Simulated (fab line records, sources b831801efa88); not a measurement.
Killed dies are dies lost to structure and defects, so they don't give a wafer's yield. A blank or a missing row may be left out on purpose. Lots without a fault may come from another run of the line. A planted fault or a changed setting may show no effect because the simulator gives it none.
Which tool did it? | flow sky130 | 10 lots, 30 wafers sampled, at 4 steps of a route of 708

WHAT THE GAUGES READ, wafer by wafer
SKY_VIA2_RS_MEAS_22: measures by four-point-probe.
lot  | measured     | on            | VIA2_W_RS (ohm/sq)
L856 | day 36 04:43 | film_metro-04 | 0.269 0.270 0.265
L857 | day 36 18:11 | film_metro-01 | 0.269 0.276 0.275
L859 | day 37 05:33 | film_metro-02 | 0.279 0.277 0.275
L869 | day 40 22:59 | film_metro-02 | 0.213 0.275 0.215
L870 | day 41 04:58 | film_metro-02 | 0.273 0.271 0.266
L871 | day 41 06:25 | film_metro-01 | 0.273 0.215 0.270
L872 | day 41 14:25 | film_metro-01 | 0.272 0.272 0.272
L875 | day 42 17:31 | film_metro-01 | 0.270 0.269 0.271
L877 | day 42 20:07 | film_metro-02 | 0.273 0.270 0.273
L878 | day 43 00:43 | film_metro-01 | 0.268 0.272 0.273

WHICH TOOL RAN EACH LOT (tool, then ch and the chambers of the sampled wafers, then the start)
lot  | SKY_VIA1_ETCH_14                   | SKY_VIA2_ETCH_14                   | SKY_VIA2_CVD_21
L856 | rie_diel-02 ch 0,3, day 33 20:35   | rie_diel-01 ch 1,3, day 36 03:49   | cvd_w-02 ch 0,1, day 36 04:34
L857 | rie_diel-02 ch 0,1, day 34 09:44   | rie_diel-04 ch 0,1,2, day 36 17:16 | cvd_w-01 ch 0,1, day 36 18:02
L859 | rie_diel-01 ch 1,2,3, day 34 21:35 | rie_diel-03 ch 1,2, day 37 04:40   | cvd_w-01 ch 0,1, day 37 05:25
L869 | rie_diel-01 ch 0,2,3, day 38 17:32 | rie_diel-01 ch 0,1,3, day 40 22:02 | cvd_w-01 ch 0,1, day 40 22:51
L870 | rie_diel-02 ch 0,2,3, day 38 23:46 | rie_diel-04 ch 1,2,3, day 41 04:02 | cvd_w-02 ch 0,1, day 41 04:50
L871 | rie_diel-01 ch 0,3, day 39 02:11   | rie_diel-04 ch 0,1,2, day 41 05:31 | cvd_w-01 ch 0,1, day 41 06:16
L872 | rie_diel-01 ch 1,2,3, day 39 10:36 | rie_diel-03 ch 0,1,3, day 41 13:32 | cvd_w-02 ch 0, day 41 14:17
L875 | rie_diel-02 ch 0,2,3, day 40 14:43 | rie_diel-03 ch 0,2,3, day 42 16:35 | cvd_w-02 ch 0,1, day 42 17:23
L877 | rie_diel-01 ch 0,1,3, day 40 16:47 | rie_diel-03 ch 1,3, day 42 19:11   | cvd_w-02 ch 0,1, day 42 19:59
L878 | rie_diel-02 ch 2,3, day 40 20:50   | rie_diel-04 ch 1,2, day 42 23:28   | cvd_w-02 ch 0,1, day 43 00:35
- SKY_VIA1_ETCH_14: etches BARC in N2/H2, stops on SiO2, time 45.9 s, target depth 60 nm.
- SKY_VIA2_ETCH_14: etches BARC in N2/H2, stops on SiO2, time 45.9 s, target depth 60 nm.
- SKY_VIA2_CVD_21: deposits W, target thk 420 nm, time 126.4 s.

THE ANSWER, worked out from the rows above alone
Rule: what is usual is taken from the lots themselves. Put in order of their means at a reading, lots are off if they are a third of the lots or fewer, leave a main group of 4 or more, and stand apart from it by a gap of 3 or more times the standard deviation of the main group's means; of several such gaps the widest counts. A main group whose means are all the same, to the digits that the tables above print for the reading, isn't used. A lot without any number at a reading at which 4 lots or more have one is off too. The other lots that the step has rows for count as sound.
Off: L869, L871, at SKY_VIA2_RS_MEAS_22 (VIA2_W_RS). The main group: mean 0.272 ohm/sq, standard deviation 0.0025.
A tool fits if, at a process step before that reading, it ran every lot that is off, and no sound lot after the first of them. The gauges at SKY_VIA2_RS_MEAS_22 are tried like those tools. One fits: cvd_w-01 at SKY_VIA2_CVD_21. Its last sound lot is L859 (day 37 05:25), its first lot that is off L869 (day 40 22:51): a fault that began between those two fits.

WHAT THE SIMULATOR HAD PUT IN
Process parameter drift: cvd_w-01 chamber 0, from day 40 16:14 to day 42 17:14, at SKY_VIA2_CVD_21. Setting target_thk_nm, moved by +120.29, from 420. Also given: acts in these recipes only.
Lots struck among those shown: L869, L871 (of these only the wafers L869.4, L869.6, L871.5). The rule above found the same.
